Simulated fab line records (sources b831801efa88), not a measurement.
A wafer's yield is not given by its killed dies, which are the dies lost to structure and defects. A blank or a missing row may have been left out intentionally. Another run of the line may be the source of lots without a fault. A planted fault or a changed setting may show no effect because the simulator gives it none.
fab line records	flow sky130
record lots=5	wafers=27
route steps=708 shown CONTACT@419 METAL2@483 METAL4@599 VIA4@639 METAL5@663 PAD_OPEN@701
startH: hours from the record's opening day to when the first of the lot's shown wafers began	waitH: time in hours since the lot's previous step	" as in the row above	L1.1+2: one row covering several wafers at once	- either no value or no given start	* or withheld: withheld	< > ~ a bound
route shown NAME@n: NAME is a module with steps in the file, n the number in the route of the first one	usual: average and standard deviation across the fault-free wafers	same: alike in all rows	chamber/n: place in a boat	sites: the reading at each site	_std_site: the standard deviation of these	_edge_site: mean of outer sites minus mean of inner sites	radiusMm: for every site, how far away it sits from the centre of the wafer	mask NAME#n: copy n	behind: the tool/chamber that last shaped the wafer	hold: cause of the lot's hold/its duration in hours/its outcome	device: the n, p or np transistor that did not switch	end of line: tests of these same wafers at the route's end	where a step has no rows: the recipe by itself	killed: at the first sort, the dies lost to defects and structure; wafer yield is something else	map: the dies of a wafer, with x for killed, . for not killed, _ for no die there
set.NAME: the setting that was run; set.NAME@STEP: the one run at that earlier step	model.NAME: the simulator's own value behind a step, which no gauge read
lots whose settings were changed on purpose; a table a step, a row a wafer
## steps
# step SKY_CONTACT_DEVELOP_13
# recipe developTimeS=60	resist=KrF-thick	devTempC=21
lot.wafer	tool	chamber	startH	waitH	set.developTimeS
L074.1+3+5	lithoTrack-03	0	-	-	60
L074.2+4+6	"	0	"	"	70.54
L076.1+3+4	lithoTrack-01	0	-	-	86.72
L076.2+5+6	"	0	"	"	60
L079.1+2+3	lithoTrack-03	0	-	-	60
L083.1+5+6	lithoTrack-04	0	-	-	60
L083.2+3+4	"	0	"	"	82.32
L085.1+3+4	lithoTrack-01	0	-	-	60
L085.2+5+6	"	0	"	"	28.02
# step SKY_CONTACT_CD_MEAS_14
# recipe targetCdNm=170
# usual cdNm=169.4/1.7
lot.wafer	tool	chamber	startH	waitH	set.developTimeS@CONTACT_DEVELOP_13	cdNm
L074.1	cdSem-01	-	727.33	-	60	169.3
L074.2	"	-	"	"	70.54	172.9
L074.3	"	-	"	"	60	167.4
L074.4	"	-	"	"	70.54	172.4
L074.5	"	-	"	"	60	171.2
L074.6	"	-	"	"	70.54	173.5
L076.1	cdSem-02	-	751.89	-	86.72	174.9
L076.2	"	-	"	"	60	169.8
L076.3	"	-	"	"	86.72	175.2
L076.4	"	-	"	"	86.72	175.9
L076.5	"	-	"	"	60	168.7
L076.6	"	-	"	"	60	169.2
L079.1	cdSem-02	-	777.78	-	60	167.4
L079.2	"	-	"	"	60	167.2
L079.3	"	-	"	"	60	169.6
L083.1	cdSem-01	-	826.29	-	60	168.4
L083.2	"	-	"	"	82.32	174.8
L083.3	"	-	"	"	82.32	173.0
L083.4	"	-	"	"	82.32	173.7
L083.5	"	-	"	"	60	168.7
L083.6	"	-	"	"	60	167.6
L085.1	cdSem-02	-	840.54	-	60	169.8
L085.2	"	-	"	"	28.02	156.7
L085.3	"	-	"	"	60	169.8
L085.4	"	-	"	"	60	169.9
L085.5	"	-	"	"	28.02	155.2
L085.6	"	-	"	"	28.02	154.5
# step SKY_CONTACT_ETCH_16
# recipe chemistry=N2/H2	target=BARC	ionEnergyEv=200	sourceW=500	biasW=100	pressureMtorr=30	n2FlowSccm=100	h2FlowSccm=200	stopOn=SiO2	timeS=45.9	targetDepthA=600
lot.wafer	tool	chamber	startH	waitH	set.developTimeS@CONTACT_DEVELOP_13	model.CONTACT.cdNm
L074.1	rieDiel-01	3	727.48	0.0	60	168.4
L074.2	"	2	"	"	70.54	172
L074.3	"	0	"	"	60	167.6
L074.4	"	1	"	"	70.54	172.8
L074.5	"	0	"	"	60	171.5
L074.6	"	1	"	"	70.54	173.2
L076.1	rieDiel-01	0	752.05	0.0	86.72	176.2
L076.2	"	3	"	"	60	169.3
L076.3	"	2	"	"	86.72	174.3
L076.4	"	1	"	"	86.72	176.7
L076.5	"	0	"	"	60	169.4
L076.6	"	3	"	"	60	168.7
L079.1	rieDiel-03	0	777.93	0.0	60	167.6
L079.2	"	3	"	"	60	168.6
L079.3	"	2	"	"	60	170.3
L083.1	rieDiel-01	1	826.45	0.0	60	169.4
L083.2	"	3	"	"	82.32	174.4
L083.3	"	0	"	"	82.32	174
L083.4	"	2	"	"	82.32	172.9
L083.5	"	0	"	"	60	169.9
L083.6	"	3	"	"	60	167
L085.1	rieDiel-01	3	840.70	0.0	60	169.5
L085.2	"	1	"	"	28.02	157.1
L085.3	"	2	"	"	60	168.9
L085.4	"	0	"	"	60	169.4
L085.5	"	1	"	"	28.02	155.9
L085.6	"	2	"	"	28.02	153.3
# step SKY_METAL2_SPUTTER_00
# recipe material=Ti	targetThkNm=15	powerW=3000	timeS=10	chamberPressurePa=0.4
lot.wafer	tool	chamber	startH	waitH	set.timeS	model.Ti_of_METAL2_SPUTTER_00.thkNm
L074.1	pvdSputter-01	-	785.48	0.1	10	14.89
L074.2	"	-	"	"	10	15.29
L074.3+6	"	-	"	"	10	15.23
L074.4+5	"	-	"	"	10	15.05
L076.1	pvdSputter-02	-	811.30	0.2	5.415	7.901
L076.2	"	-	"	"	5.415	7.657
L076.3	"	-	"	"	10	14.36
L076.4	"	-	"	"	5.415	7.923
L076.5	"	-	"	"	10	14.68
L076.6	"	-	"	"	10	14.69
L079.1	pvdSputter-02	-	834.62	0.1	10	14.7
L079.2	"	-	"	"	10	15
L079.3	"	-	"	"	10	15.21
L083.1	pvdSputter-01	-	882.31	0.2	12.33	18.51
L083.2	"	-	"	"	12.33	18.68
L083.3	"	-	"	"	10	15.31
L083.4	"	-	"	"	10	15.26
L083.5	"	-	"	"	12.33	18.34
L083.6	"	-	"	"	10	15.3
L085.1	pvdSputter-01	-	897.35	0.1	12.84	19.17
L085.2+4	"	-	"	"	12.84	19.64
L085.3+6	"	-	"	"	10	15.34
L085.5	"	-	"	"	10	15.23
# step SKY_METAL2_METAL_ETCH_19
# recipe targetDepthA=3600	stopOn=SiO2	overEtchFrac=0.3	timeS=78	chemistry=Cl2/BCl3	resistSidewallDeg=88	pressureMtorr=10	icpW=900	biasW=48.5	Cl2_flow_sccm=60	bcl3FlowSccm=30
# usual oesProductAu=0.854/0.0061
lot.wafer	tool	chamber	startH	waitH	set.timeS	oesProductAu	model.METAL2.featureDepthNm	model.KrF-thick_of_METAL2_COAT_10.thkNm	model.METAL2.cdNm
L074.1	rieMetal-01	0	812.85	0.0	78	0.854	362.2	163.6	142.1
L074.2	"	1	"	"	78	0.852	361.6	167.6	141.5
L074.3	"	0	"	"	78	0.870	367.4	162.5	140.9
L074.4	"	1	"	"	78	0.871	366.3	168.6	143.8
L074.5	"	0	"	"	78	0.860	365	164.9	140.7
L074.6	"	1	"	"	78	0.853	362.6	165.6	141.9
L076.1	rieMetal-01	0	838.78	0.0	36.48	1.000	-	-	159.6
L076.2	"	1	"	"	36.48	0.989	-	-	157.2
L076.3	"	1	"	"	78	0.847	356.6	165.8	145
L076.4	"	0	"	"	78	0.839	-	-	142.6
L076.5	"	1	"	"	36.48	0.983	212.5	289.6	159.8
L076.6	"	0	"	"	78	0.849	359.6	160.7	142.3
L079.1	rieMetal-01	0	861.07	0.1	78	0.856	358.1	158.4	139.3
L079.2	"	0	"	"	78	0.846	353.5	161.8	139.7
L079.3	"	0	"	"	78	0.855	359.4	159.9	140.5
L083.1	rieMetal-01	0	909.45	0.0	59.4	0.988	-	-	146.3
L083.2	"	1	"	"	59.4	0.984	-	-	151.2
L083.3	"	0	"	"	78	0.855	359.4	163.2	142.9
L083.4	"	1	"	"	78	0.856	360.5	162	144.5
L083.5	"	1	"	"	78	0.855	-	-	142.8
L083.6	"	0	"	"	59.4	0.985	346.8	220.9	147.2
L085.1	rieMetal-01	0	922.78	0.0	78	0.862	-	-	139.7
L085.2	"	1	"	"	93.57	0.847	-	-	135.2
L085.3	"	1	"	"	78	0.857	360.3	160.7	141.1
L085.4	"	0	"	"	93.57	0.843	-	-	134.1
L085.5	"	0	"	"	78	0.860	359.8	164	139.5
L085.6	"	1	"	"	93.57	0.833	359.7	115.8	137.4
# step SKY_METAL2_STRIP_20
# recipe chemistry=O2/N2	powerW=1400	pressureMtorr=1500	platenTempC=withheld	o2FlowSccm=3000	n2FlowSccm=300	overashFraction=0.5
# usual oesProductAu=0.344/0.0054	stripTimeToEndpointS=2.74/0.039
lot.wafer	tool	chamber	startH	waitH	set.timeS@METAL2_METAL_ETCH_19	oesProductAu	stripTimeToEndpointS
L074.1	plasmaAsher-02	0	812.94	0.1	78	0.345	2.74
L074.2	"	1	"	"	78	0.347	2.79
L074.3	"	0	"	"	78	0.350	2.72
L074.4	"	1	"	"	78	0.340	2.81
L074.5	"	1	"	"	78	0.352	2.77
L074.6	"	0	"	"	78	0.354	2.77
L076.1	plasmaAsher-04	1	838.87	0.1	36.48	0.393	4.05
L076.2	"	0	"	"	36.48	0.396	4.08
L076.3	"	1	"	"	78	0.353	2.76
L076.4	"	0	"	"	78	0.340	2.69
L076.5	"	1	"	"	36.48	0.399	4.11
L076.6	"	0	"	"	78	0.342	2.72
L079.1	plasmaAsher-02	1	861.25	0.1	78	0.347	2.70
L079.2	"	0	"	"	78	0.345	2.72
L079.3	"	1	"	"	78	0.345	2.70
L083.1	plasmaAsher-01	0	909.54	0.1	59.4	0.365	3.33
L083.2	"	1	"	"	59.4	0.363	3.35
L083.3	"	1	"	"	78	0.341	2.75
L083.4	"	0	"	"	78	0.338	2.72
L083.5	"	0	"	"	78	0.340	2.72
L083.6	"	1	"	"	59.4	0.382	3.37
L085.1	plasmaAsher-02	1	922.87	0.1	78	0.346	2.74
L085.2	"	0	"	"	93.57	0.314	2.21
L085.3	"	0	"	"	78	0.334	2.70
L085.4	"	1	"	"	93.57	0.319	2.23
L085.5	"	1	"	"	78	0.341	2.76
L085.6	"	0	"	"	93.57	0.321	2.22
# step SKY_METAL4_SPUTTER_01
# recipe material=TiN	targetThkNm=20	powerW=6500	timeS=16.7	chamberPressurePa=0.4
lot.wafer	tool	chamber	startH	waitH	set.timeS	model.TiN_of_METAL4_SPUTTER_01.thkNm
L074.1	pvdSputter-04	-	923.18	0.0	16.7	19.85
L074.2	"	-	"	"	16.7	19.83
L074.3	"	-	"	"	16.7	19.81
L074.4	"	-	"	"	16.7	19.9
L074.5	"	-	"	"	16.7	19.67
L074.6	"	-	"	"	16.7	19.99
L076.1	pvdSputter-04	-	947.47	0.0	16.7	19.6
L076.2	"	-	"	"	16.7	19.88
L076.3	"	-	"	"	16.7	19.81
L076.4	"	-	"	"	23.12	27.52
L076.5	"	-	"	"	23.12	27.38
L076.6	"	-	"	"	23.12	27.76
L079.1	pvdSputter-01	-	967.91	0.0	16.7	19.79
L079.2	"	-	"	"	16.7	19.91
L079.3	"	-	"	"	16.7	20.16
L083.1	pvdSputter-04	-	1015.39	0.0	16.7	20.05
L083.2	"	-	"	"	22.53	26.61
L083.3	"	-	"	"	16.7	19.93
L083.4	"	-	"	"	22.53	26.58
L083.5	"	-	"	"	22.53	26.98
L083.6	"	-	"	"	16.7	19.79
L085.1	pvdSputter-01	-	1023.49	0.0	19.36	23.04
L085.2	"	-	"	"	16.7	20.19
L085.3	"	-	"	"	16.7	20.05
L085.4	"	-	"	"	16.7	19.94
L085.5	"	-	"	"	19.36	23.29
L085.6	"	-	"	"	19.36	23.06
# step SKY_VIA4_HDPCVD_00
# recipe material=SiO2	targetThkNm=1750	sigmaOpenFrac=0.3	timeS=291.7	tempC=400	sih4FlowSccm=60	pressureMtorr=6
lot.wafer	tool	chamber	startH	waitH	set.timeS	model.SiO2_of_VIA4_HDPCVD_00.thkNm
L074.1	hdpcvd-01	0	974.15	0.0	291.7	1721
L074.2	"	2	"	"	173.7	1004
L074.3	"	1	"	"	173.7	1047
L074.4	"	2	"	"	173.7	1014
L074.5	"	1	"	"	291.7	1743
L074.6	"	0	"	"	291.7	1740
L076.1	hdpcvd-01	0	997.96	0.0	124.6	-
L076.2+6	"	2	"	"	291.7	-
L076.3	"	1	"	"	124.6	735.8
L076.4	"	0	"	"	291.7	1745
L076.5	"	1	"	"	124.6	729.9
L079.1	hdpcvd-01	0	1016.48	0.0	291.7	1742
L079.2	"	1	"	"	291.7	1771
L079.3	"	2	"	"	291.7	1774
L083.1	hdpcvd-01	2	1060.74	0.0	345.4	2106
L083.2+5	"	1	"	"	291.7	-
L083.3	"	1	"	"	345.4	-
L083.4	"	2	"	"	345.4	2101
L083.6	"	2	"	"	291.7	1773
L085.1	hdpcvd-01	0	1068.51	0.0	291.7	1767
L085.2	"	2	"	"	291.7	1749
L085.3+4	"	1,0	"	"	225.4	-
L085.5	"	2	"	"	225.4	1364
L085.6	"	1	"	"	291.7	-
# step SKY_VIA4_THK_MEAS_01
# recipe reads=SiO2_of_VIA4_HDPCVD_00
# usual VIA4_HDPCVD_THK=1747/18
lot.wafer	tool	chamber	startH	waitH	set.timeS@VIA4_HDPCVD_00	VIA4_HDPCVD_THK[nm]
L074.1	filmMetro-02	-	974.33	0.1	291.7	1720
L074.2	"	-	"	"	173.7	1004
L074.3	"	-	"	"	173.7	1046
L074.4	"	-	"	"	173.7	1014
L074.5	"	-	"	"	291.7	1743
L074.6	"	-	"	"	291.7	1740
L076.1	filmMetro-02	-	998.14	0.1	124.6	729
L076.2	"	-	"	"	291.7	1760
L076.3	"	-	"	"	124.6	736
L076.4	"	-	"	"	291.7	1746
L076.5	"	-	"	"	124.6	730
L076.6	"	-	"	"	291.7	1756
L079.1	filmMetro-03	-	1016.66	0.1	291.7	1741
L079.2	"	-	"	"	291.7	1770
L079.3	"	-	"	"	291.7	1774
L083.1	filmMetro-03	-	1061.01	0.2	345.4	2105
L083.2	"	-	"	"	291.7	1758
L083.3	"	-	"	"	345.4	2070
L083.4	"	-	"	"	345.4	2100
L083.5	"	-	"	"	291.7	1746
L083.6	"	-	"	"	291.7	1773
L085.1	filmMetro-04	-	1068.71	0.1	291.7	1766
L085.2	"	-	"	"	291.7	1750
L085.3	"	-	"	"	225.4	1339
L085.4	"	-	"	"	225.4	1355
L085.5	"	-	"	"	225.4	1364
L085.6	"	-	"	"	291.7	1734
# step SKY_METAL5_SPUTTER_02
# recipe material=AlCu	targetThkNm=1150	powerW=10600	timeS=61.2	chamberPressurePa=0.4
lot.wafer	tool	chamber	startH	waitH	set.timeS	model.AlCu_of_METAL5_SPUTTER_02.thkNm
L074.1	pvdSputter-02	-	999.76	0.0	61.2	1133
L074.2	"	-	"	"	61.2	1158
L074.3	"	-	"	"	61.2	1151
L074.4	"	-	"	"	61.2	1127
L074.5	"	-	"	"	61.2	1138
L074.6	"	-	"	"	61.2	1157
L076.1	pvdSputter-02	-	1022.62	0.0	48.53	875.3
L076.2	"	-	"	"	48.53	918.7
L076.3	"	-	"	"	61.2	1148
L076.4	"	-	"	"	61.2	1141
L076.5	"	-	"	"	61.2	1117
L076.6	"	-	"	"	48.53	911.5
L079.1	pvdSputter-01	-	1041.12	0.0	61.2	1169
L079.2	"	-	"	"	61.2	1143
L079.3	"	-	"	"	61.2	1145
L083.1	pvdSputter-01	-	1083.57	0.0	61.2	1178
L083.2	"	-	"	"	76.85	1457
L083.3	"	-	"	"	76.85	1443
L083.4	"	-	"	"	61.2	1161
L083.5	"	-	"	"	76.85	1447
L083.6	"	-	"	"	61.2	1176
L085.1	pvdSputter-02	-	1091.64	0.0	61.2	1124
L085.2	"	-	"	"	61.2	1153
L085.3	"	-	"	"	27.45	513.2
L085.4	"	-	"	"	27.45	540.4
L085.5	"	-	"	"	61.2	1126
L085.6	"	-	"	"	27.45	517.5
# step SKY_METAL5_SPUTTER_03
# recipe material=Ti	targetThkNm=5	powerW=3000	timeS=3.3	chamberPressurePa=0.4
# step SKY_METAL5_SPUTTER_04
# recipe material=TiN	targetThkNm=70	powerW=6500	timeS=58.3	chamberPressurePa=0.4
# step SKY_METAL5_RS_MEAS_05
# recipe thkMeasGauge=four-point-probe	reads=TiN_of_METAL5_SPUTTER_04+Ti_of_METAL5_SPUTTER_03+AlCu_of_METAL5_SPUTTER_02+TiN_of_METAL5_SPUTTER_01+Ti_of_METAL5_SPUTTER_00
# usual METAL5_ALCU_RS=0.0271/0.00032
lot.wafer	tool	chamber	startH	waitH	set.timeS@METAL5_SPUTTER_02	METAL5_ALCU_RS[ohm/sq]
L074.1	filmMetro-04	-	999.88	0.0	61.2	0.0275
L074.2	"	-	"	"	61.2	0.0269
L074.3	"	-	"	"	61.2	0.0270
L074.4	"	-	"	"	61.2	0.0276
L074.5	"	-	"	"	61.2	0.0273
L074.6	"	-	"	"	61.2	0.0269
L076.1	filmMetro-03	-	1022.73	0.0	48.53	0.0356
L076.2	"	-	"	"	48.53	0.0339
L076.3	"	-	"	"	61.2	0.0271
L076.4	"	-	"	"	61.2	0.0273
L076.5	"	-	"	"	61.2	0.0279
L076.6	"	-	"	"	48.53	0.0342
L079.1	filmMetro-01	-	1041.24	0.0	61.2	0.0266
L079.2	"	-	"	"	61.2	0.0272
L079.3	"	-	"	"	61.2	0.0271
L083.1	filmMetro-04	-	1083.69	0.0	61.2	0.0264
L083.2	"	-	"	"	76.85	0.0214
L083.3	"	-	"	"	76.85	0.0216
L083.4	"	-	"	"	61.2	0.0268
L083.5	"	-	"	"	76.85	0.0215
L083.6	"	-	"	"	61.2	0.0265
L085.1	filmMetro-03	-	1091.76	0.0	61.2	0.0276
L085.2	"	-	"	"	61.2	0.0270
L085.3	"	-	"	"	27.45	0.0611
L085.4	"	-	"	"	27.45	0.0578
L085.5	"	-	"	"	61.2	0.0277
L085.6	"	-	"	"	27.45	0.0604
# step SKY_METAL5_THK_MEAS_06
# recipe thkMeasGauge=xrf	reads=AlCu_of_METAL5_SPUTTER_02
# usual METAL5_ALCU_THK=1159/15
lot.wafer	tool	chamber	startH	waitH	set.timeS@METAL5_SPUTTER_02	METAL5_ALCU_THK[nm]
L074.1	filmMetro-04	-	1000.00	0.1	61.2	1136
L074.2	"	-	"	"	61.2	1167
L074.3	"	-	"	"	61.2	1154
L074.4	"	-	"	"	61.2	1132
L074.5	"	-	"	"	61.2	1146
L074.6	"	-	"	"	61.2	1160
L076.1	filmMetro-03	-	1022.85	0.1	48.53	880
L076.2	"	-	"	"	48.53	922
L076.3	"	-	"	"	61.2	1151
L076.4	"	-	"	"	61.2	1141
L076.5	"	-	"	"	61.2	1124
L076.6	"	-	"	"	48.53	914
L079.1	filmMetro-01	-	1041.36	0.1	61.2	1186
L079.2	"	-	"	"	61.2	1163
L079.3	"	-	"	"	61.2	1167
L083.1	filmMetro-04	-	1083.81	0.1	61.2	1178
L083.2	"	-	"	"	76.85	1478
L083.3	"	-	"	"	76.85	1449
L083.4	"	-	"	"	61.2	1171
L083.5	"	-	"	"	76.85	1456
L083.6	"	-	"	"	61.2	1178
L085.1	filmMetro-03	-	1091.88	0.1	61.2	1138
L085.2	"	-	"	"	61.2	1169
L085.3	"	-	"	"	27.45	516
L085.4	"	-	"	"	27.45	543
L085.5	"	-	"	"	61.2	1140
L085.6	"	-	"	"	27.45	521
# step SKY_METAL5_DEHYDRATE_07
# recipe tempC=200	timeS=60
# step SKY_METAL5_HMDS_08
# recipe primeTimeS=60	primeTempC=120
# step SKY_METAL5_DEVELOP_13
# recipe resist=NOVOLAK	developer=TMAH	developTimeS=60	devTempC=23
# step SKY_METAL5_DESCUM_14
# recipe chemistry=O2	sourcePowerW=150	biasPowerW=0	pressureMtorr=10	tempC=40	timeS=11
# step SKY_METAL5_METAL_ETCH_15
# recipe targetDepthA=12600	stopOn=SiO2	overEtchFrac=0.2	timeS=252	chemistry=Cl2/BCl3	resistSidewallDeg=86	pressureMtorr=10	icpW=900	biasW=48.5	Cl2_flow_sccm=60	bcl3FlowSccm=30
# usual oesProductAu=0.894/0.005
lot.wafer	tool	chamber	startH	waitH	set.timeS@METAL5_SPUTTER_02	oesProductAu
L074.1	rieMetal-04	0	1020.56	0.0	61.2	0.896
L074.2	"	1	"	"	61.2	0.892
L074.3	"	0	"	"	61.2	0.901
L074.4	"	1	"	"	61.2	0.888
L074.5	"	0	"	"	61.2	0.898
L074.6	"	1	"	"	61.2	0.885
L076.1	rieMetal-02	0	1044.31	0.0	48.53	0.788
L076.2	"	1	"	"	48.53	0.804
L076.3	"	0	"	"	61.2	0.899
L076.4	"	1	"	"	61.2	0.887
L076.5	"	1	"	"	61.2	0.888
L076.6	"	0	"	"	48.53	0.800
L079.1	rieMetal-04	1	1063.54	0.1	61.2	0.896
L079.2	"	1	"	"	61.2	0.896
L079.3	"	1	"	"	61.2	0.893
L083.1	rieMetal-01	1	1103.41	0.0	61.2	0.889
L083.2	"	0	"	"	76.85	0.971
L083.3	"	0	"	"	76.85	0.985
L083.4	"	1	"	"	61.2	0.895
L083.5	"	1	"	"	76.85	0.985
L083.6	"	0	"	"	61.2	0.885
L085.1	rieMetal-04	0	1111.91	0.0	61.2	0.892
L085.2	"	1	"	"	61.2	0.890
L085.3	"	1	"	"	27.45	0.637
L085.4	"	0	"	"	27.45	0.656
L085.5	"	1	"	"	61.2	0.883
L085.6	"	0	"	"	27.45	0.648
# step SKY_PAD_OPEN_ETCH_07
# recipe chemistry=CF4/O2	targetDepthNm=725	stopOn=AlCu	sourceW=800	biasW=150	pressureMtorr=150	cf4FlowSccm=80	O2_flow_sccm=10	timeS=161.1
lot.wafer	tool	chamber	startH	waitH	set.timeS	model.PAD_OPEN.featureDepthNm
L074.1	rieDiel-02	1	1065.95	-	161.1	711.3
L074.2	"	3	"	"	189.8	698.5
L074.3	"	2	"	"	189.8	708.5
L074.4	"	0	"	"	161.1	709.4
L074.5	"	2	"	"	189.8	716.2
L074.6	"	3	"	"	161.1	705.9
L076.1	rieDiel-01	0	1087.27	-	161.1	698.7
L076.2	"	2	"	"	235.2	700.9
L076.3	"	3	"	"	161.1	686.4
L076.4	"	1	"	"	161.1	711.9
L076.5	"	1	"	"	235.2	704.1
L076.6	"	2	"	"	235.2	695.7
L079.1	rieDiel-03	1	1106.27	-	161.1	697.2
L079.2	"	0	"	"	161.1	705.4
L079.3	"	3	"	"	161.1	698.4
L083.1	rieDiel-02	1	1142.87	-	95.38	433.9
L083.2	"	3	"	"	95.38	431.7
L083.3	"	2	"	"	95.38	423.4
L083.4+5	"	0	"	"	161.1	706.6
L083.6	"	3	"	"	161.1	704.2
L085.1	rieDiel-03	0	1151.44	-	132.4	590.6
L085.2	"	3	"	"	132.4	597.6
L085.3	"	1	"	"	161.1	698.5
L085.4	"	2	"	"	132.4	579.6
L085.5	"	1	"	"	161.1	705.7
L085.6	"	0	"	"	161.1	710
## key
split step=SKY_CONTACT_DEVELOP_13	setting=developTimeS	stated=60	by=wafer
response step=SKY_CONTACT_CD_MEAS_14	reading=cdNm	change=+0.201	per=1%	r=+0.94
response step=SKY_CONTACT_ETCH_16	reading=model.CONTACT.cdNm	change=+0.197	per=1%	r=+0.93
split step=SKY_METAL2_SPUTTER_00	setting=timeS	stated=10	by=wafer
response step=SKY_METAL2_SPUTTER_00	reading=model.Ti_of_METAL2_SPUTTER_00.thkNm	change=+0.146	per=1%	r=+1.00
split step=SKY_METAL2_METAL_ETCH_19	setting=timeS	stated=78	by=wafer
response step=SKY_METAL2_METAL_ETCH_19	reading=oesProductAu	change=-0.00295	per=1%	r=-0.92
response step=SKY_METAL2_METAL_ETCH_19	reading=model.METAL2.featureDepthNm	change=+2.12	per=1%	r=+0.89
response step=SKY_METAL2_METAL_ETCH_19	reading=model.KrF-thick_of_METAL2_COAT_10.thkNm	change=-2.38	per=1%	r=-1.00
response step=SKY_METAL2_METAL_ETCH_19	reading=model.METAL2.cdNm	change=-0.272	per=1%	r=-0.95
response step=SKY_METAL2_STRIP_20	reading=oesProductAu	change=-0.00102	per=1%	r=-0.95
response step=SKY_METAL2_STRIP_20	reading=stripTimeToEndpointS	change=*	per=1%	r=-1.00
split step=SKY_METAL4_SPUTTER_01	setting=timeS	stated=16.7	by=wafer
response step=SKY_METAL4_SPUTTER_01	reading=model.TiN_of_METAL4_SPUTTER_01.thkNm	change=+0.199	per=1%	r=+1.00
split step=SKY_VIA4_HDPCVD_00	setting=timeS	stated=291.7	by=wafer
response step=SKY_VIA4_HDPCVD_00	reading=model.SiO2_of_VIA4_HDPCVD_00.thkNm	change=+17.6	per=1%	r=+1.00
response step=SKY_VIA4_THK_MEAS_01	reading=VIA4_HDPCVD_THK	change=+17.8	per=1%	r=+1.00
split step=SKY_METAL5_SPUTTER_02	setting=timeS	stated=61.2	by=wafer
response step=SKY_METAL5_SPUTTER_02	reading=model.AlCu_of_METAL5_SPUTTER_02.thkNm	change=+11.1	per=1%	r=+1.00
response step=SKY_METAL5_RS_MEAS_05	reading=METAL5_ALCU_RS	change=-0.0005	per=1%	r=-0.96
response step=SKY_METAL5_THK_MEAS_06	reading=METAL5_ALCU_THK	change=+11.3	per=1%	r=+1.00
response step=SKY_METAL5_METAL_ETCH_15	reading=oesProductAu	change=+0.00425	per=1%	r=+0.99
split step=SKY_PAD_OPEN_ETCH_07	setting=timeS	stated=161.1	by=wafer
response step=SKY_PAD_OPEN_ETCH_07	reading=model.PAD_OPEN.featureDepthNm	shape=bent	atLowest=429.7	atStated=703.8	atHighest=700.3
